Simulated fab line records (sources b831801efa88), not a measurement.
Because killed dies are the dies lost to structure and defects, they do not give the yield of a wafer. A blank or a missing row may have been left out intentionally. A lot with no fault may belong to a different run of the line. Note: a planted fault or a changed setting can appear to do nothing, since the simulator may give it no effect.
Code-filled problem report in 8D (eight disciplines) form + flow sky130 + the parts of the form that need people (team, actions taken, sign-off) are left out

## 1. PROBLEM STATEMENT
Mean VIA2_W_RS at SKY_VIA2_RS_MEAS_22: 0.204 ohm/sq over 6 wafers in 2 lots; fault-free wafers: 0.267 ohm/sq, standard deviation 0.0049. That is -13 standard deviations from the usual mean.
The step: measures by four-point-probe.
First observed at day 40 12:01: wafer L796.1, on film-metro-03. Wafers with a number at this step in the record: 30, from 10 lots. Rule for "out", or "out of limits": more than 4 standard deviations from the usual mean. The other wafers with a number count as sound.

## 2. WHAT THIS IS AND IS NOT
| question                    | is                           | is not                                                                                 |
|-----------------------------|------------------------------|----------------------------------------------------------------------------------------|
| which readings at this step | VIA2_W_RS                    | -                                                                                      |
| which lots                  | L796, L797                   | L785, L786, L787, L792, L800, L802, L804, L806                                         |
| which wafers of those lots  | all that have a number       | -                                                                                      |
| read on which gauges        | film-metro-01, film-metro-03 | film-metro-04                                                                          |
| when                        | from day 40 12:01            | up to then (12 sound wafers); but 12 sound wafers of L800, L802, L804, L806 came after |

## 3. WHAT RULES OUT EACH SUSPECT
Counting: a tool stays on the suspect list if, at a process step up to the reading, it processed all lots that are out and no sound lot following the first of them.
- the gauge at SKY_VIA2_RS_MEAS_22: ruled out. The wafers that are out were read on 2 gauges (film-metro-01, film-metro-03).
- rie-metal-02 at SKY_METAL2_ETCH_18 (etches BARC in N2/H2, stops on SiO2, time 45.9 s, target depth 60 nm): ruled out as a lasting fault. Following L796 (day 39 09:22), the first lot on it that is out, the sound lots L800, L804, L806 were run on it.
- cvd-w-02 at SKY_VIA2_CVD_21 (deposits W, target thk 420 nm, time 126.4 s): kept. Every lot that is out went through it, starting with L796 (day 40 11:53), and after that it ran no sound lot; the last sound lot it ran before then is L792 (day 39 08:30).
The count leaves cvd-w-02 at SKY_VIA2_CVD_21.

## 4. THE CAUSE (what the simulator had put in)
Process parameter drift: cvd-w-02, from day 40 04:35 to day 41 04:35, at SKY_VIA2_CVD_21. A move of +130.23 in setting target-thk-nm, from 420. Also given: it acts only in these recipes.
This tool alone remained once counting was done.

## 5. SEQUENCE OF EFFECTS, ordered by route
Each row: a reading where the mean over the struck wafers with a number is more than 3 standard deviations away from the usual. Scope: only readings with a usual standard deviation given in the record; hours: median across lots of the time from each lot's start at the first step in this table that gives one to its start at this step; sigmas: change in usual standard deviations.
| hours | step                 | reading            | usual        | on struck wafers | change | sigmas |
|-------|----------------------|--------------------|--------------|------------------|--------|--------|
| 0     | SKY_VIA2_RS_MEAS_22  | VIA2_W_RS          | 0.267 ohm/sq | 0.204            | -0.064 | -13    |
| 0     | SKY_VIA2_THK_MEAS_23 | VIA2_W_THK         | 433 nm       | 567              | +134   | +16    |
| 0     | SKY_VIA2_CMP_24      | time-to-endpoint-s | 102 s        | 139              | +37    | +6.5   |
Here are the process steps it includes:
- SKY_VIA2_CMP_24: polishes, stops on SiO2, t overpolish 20 s, target thk 0 nm.

## 6. HOW IT WOULD HAVE BEEN CAUGHT EARLIER
The first out-of-limits reading at a measuring or inspecting step in this record came at day 40 12:01, 7 hours after the fault's start at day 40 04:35.
Tool readings at SKY_VIA2_CVD_21 with a usual standard deviation given in the record: none out on any struck wafer, hence no alarm at a limit of 4 standard deviations on them.
Of the lots that are out (2), L797 began SKY_VIA2_CVD_21 on cvd-w-02 after day 40 12:01. It would have been spared by a hold on the tool at that moment.
